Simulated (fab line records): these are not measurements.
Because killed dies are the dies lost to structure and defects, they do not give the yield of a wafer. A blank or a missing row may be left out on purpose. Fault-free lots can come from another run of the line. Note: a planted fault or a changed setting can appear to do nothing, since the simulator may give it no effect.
Code-filled problem report in 8D (eight disciplines) form :: flow gf180mcu :: the parts of the form that need people (team, actions taken, sign-off) are left out

1. PROBLEM STATEMENT
CONTACT_W_RS at GF_CONTACT_RS_MEAS_25 reads a mean of 0.441 ohm/sq on 3 wafers of 2 lots; wafers without a fault read 0.385 ohm/sq with a standard deviation of 0.0035. That is +16 standard deviations from the usual mean.
The step: measures by four-point-probe.
Seen first at day 18 08:58 on film_metro-01, wafer L976.3. The record has a number at this step for 36 wafers belonging to 12 lots. The rule behind "out" and "out of limits": a value lying over 4 standard deviations away from the usual mean. The other wafers with a number count as sound.

2. WHAT THIS IS AND IS NOT
question: which readings at this step
is: CONTACT_W_RS
is not: -

question: which lots
is: L976, L980
is not: L970, L971, L972, L974, L975, L978, L983, L984, L987, L993

question: which wafers of those lots
is: L976.3, L976.6, L980.5
is not: L976.4, L980.1, L980.3

question: read on which gauges
is: film_metro-01, film_metro-02
is not: film_metro-04

question: when
is: from day 18 08:58
is not: up to then (16 sound wafers); but 17 sound wafers of L978, L980, L983, L984, L987, L993 came after

3. THE SUSPECTS, EACH WITH WHAT RULES IT OUT
Counting: if a tool at a process step up to the reading ran every lot that is out, it stays a suspect. Sound lots after the first of them don't rule it out here, since some wafers of a struck lot are sound.
- ruled out: the gauge at GF_CONTACT_RS_MEAS_25. 2 gauges (film_metro-01, film_metro-02) read the wafers that are out.
- cvd_w-01 at GF_CONTACT_CVD_24 (deposits W, target thk 300 nm, time 90.339 s): kept. It ran every lot that is out, first L976 (day 18 08:51); its last sound lot up to then is L971 (day 16 13:14).
- Within cvd_w-01 at GF_CONTACT_CVD_24: the wafers that are out ran in chamber 0; their sound lot-mates ran in chamber 1.
The count leaves cvd_w-01 at GF_CONTACT_CVD_24.

4. THE CAUSE (what the simulator had put in)
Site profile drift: cvd_w-01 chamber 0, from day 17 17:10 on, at GF_CONTACT_CVD_24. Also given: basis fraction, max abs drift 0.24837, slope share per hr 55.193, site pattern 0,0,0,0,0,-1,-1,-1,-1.
Counting left only this tool.

5. THE EFFECT CHAIN, in route order
Rows list readings where the struck wafers' mean (over those with a number) sits beyond 3 standard deviations from the usual. Scope: only readings with a usual standard deviation given in the record; hours: median across lots of the time from each lot's start at the first step in this table that gives one to its start at this step; sigmas: change in usual standard deviations.
hours: 0
step: GF_CONTACT_RS_MEAS_25
reading: CONTACT_W_RS
usual: 0.385 ohm/sq
on struck wafers: 0.441
change: +0.056
sigmas: +16

hours: 2
step: GF_CONTACT_THK_MEAS_26
reading: CONTACT_W_THK
usual: 296 nm
on struck wafers: 262
change: -34
sigmas: -9.4

6. HOW IT WOULD HAVE BEEN CAUGHT EARLIER
In this record the first reading out of limits at a measuring or inspecting step was taken at day 18 08:58, 16 hours after the fault began at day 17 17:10.
Of the tool readings at GF_CONTACT_CVD_24 for which the record gives a usual standard deviation, none was out on any struck wafer, so an alarm limit of 4 standard deviations on them would not have fired.
Among the 2 lots that are out, L980 began GF_CONTACT_CVD_24 on cvd_w-01 after day 18 08:58. Holding the tool at that time would have saved it.
